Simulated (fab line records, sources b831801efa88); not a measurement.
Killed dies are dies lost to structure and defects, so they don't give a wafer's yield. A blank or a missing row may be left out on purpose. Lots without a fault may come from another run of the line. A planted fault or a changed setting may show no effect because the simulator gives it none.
Which tool did it? | flow sky130 | 12 lots, 36 wafers sampled, at 2 steps of a route of 708

WHAT THE GAUGES READ, wafer by wafer
SKY_METAL2_RS_MEAS_05: measures by four-point-probe.
lot  | measured     | on            | METAL2_ALCU_RS (ohm/sq)
L605 | day 33 22:53 | film_metro-02 | 0.1247 0.1249 0.1241
L607 | day 34 12:46 | film_metro-04 | 0.1276 0.1270 0.1280
L606 | day 34 14:37 | film_metro-04 | 0.1267 0.1268 0.1273
L608 | day 35 01:26 | film_metro-02 | 0.1264 0.1268 0.1261
L609 | day 35 04:52 | film_metro-04 | 0.1263 0.1270 0.1280
L611 | day 36 04:15 | film_metro-03 | 0.1278 0.1291 0.1284
L612 | day 36 09:53 | film_metro-03 | 0.1265 0.1250 0.1246
L613 | day 36 21:19 | film_metro-04 | 0.1275 0.1282 0.1285
L617 | day 37 18:41 | film_metro-02 | 0.1278 0.1276 0.1281
L618 | day 38 06:11 | film_metro-02 | 0.1262 0.1254 0.1257
L622 | day 39 11:02 | film_metro-02 | 0.1249 0.1251 0.1247
L626 | day 40 15:38 | film_metro-03 | 0.1261 0.1255 0.1255

SKY_METAL2_THK_MEAS_06: measures by xrf.
lot  | measured     | on            | METAL2_ALCU_THK (nm)
L605 | day 33 22:58 | film_metro-02 | 253 253 256
L607 | day 34 12:53 | film_metro-04 | 247 247 246
L606 | day 34 14:44 | film_metro-04 | 248 249 247
L608 | day 35 01:33 | film_metro-02 | 250 249 252
L609 | day 35 04:58 | film_metro-04 | 248 249 245
L611 | day 36 04:22 | film_metro-03 | 242 242 243
L612 | day 36 10:00 | film_metro-03 | 247 250 249
L613 | day 36 21:25 | film_metro-04 | 249 246 245
L617 | day 37 18:48 | film_metro-02 | 248 248 248
L618 | day 38 06:19 | film_metro-02 | 253 251 252
L622 | day 39 11:10 | film_metro-02 | 253 252 252
L626 | day 40 15:44 | film_metro-03 | 250 250 251

WHICH TOOL RAN EACH LOT (tool, then ch and the chambers of the sampled wafers, then the start)
The record holds no process step before these readings.

WHAT THE TOOLS THEMSELVES READ (means of the sampled wafers that have a number; where no wafer has one, the mark that the record gives instead)
The record holds no such reading with a usual standard deviation.

THE ANSWER, worked out from the rows above alone
Rule: what is usual is taken from the lots themselves. Put in order of their means at a reading, lots are off if they are a third of the lots or fewer, leave a main group of 4 or more, and stand apart from it by a gap of 3 or more times the standard deviation of the main group's means; of several such gaps the widest counts. A main group whose means are all the same, to the digits that the tables above print for the reading, isn't used. A lot without any number at a reading at which 4 lots or more have one is off too. The other lots that the step has rows for count as sound. The gauges are gone through in route order, then the tools' own readings, and for those a lot's mean is taken as printed above. The first step at which some lot is off is used, and at that step the reading that is off furthest; a lot without a number counts as furthest.
No lot is off at any reading shown: from this, nothing can be told.

WHAT THE SIMULATOR HAD PUT IN
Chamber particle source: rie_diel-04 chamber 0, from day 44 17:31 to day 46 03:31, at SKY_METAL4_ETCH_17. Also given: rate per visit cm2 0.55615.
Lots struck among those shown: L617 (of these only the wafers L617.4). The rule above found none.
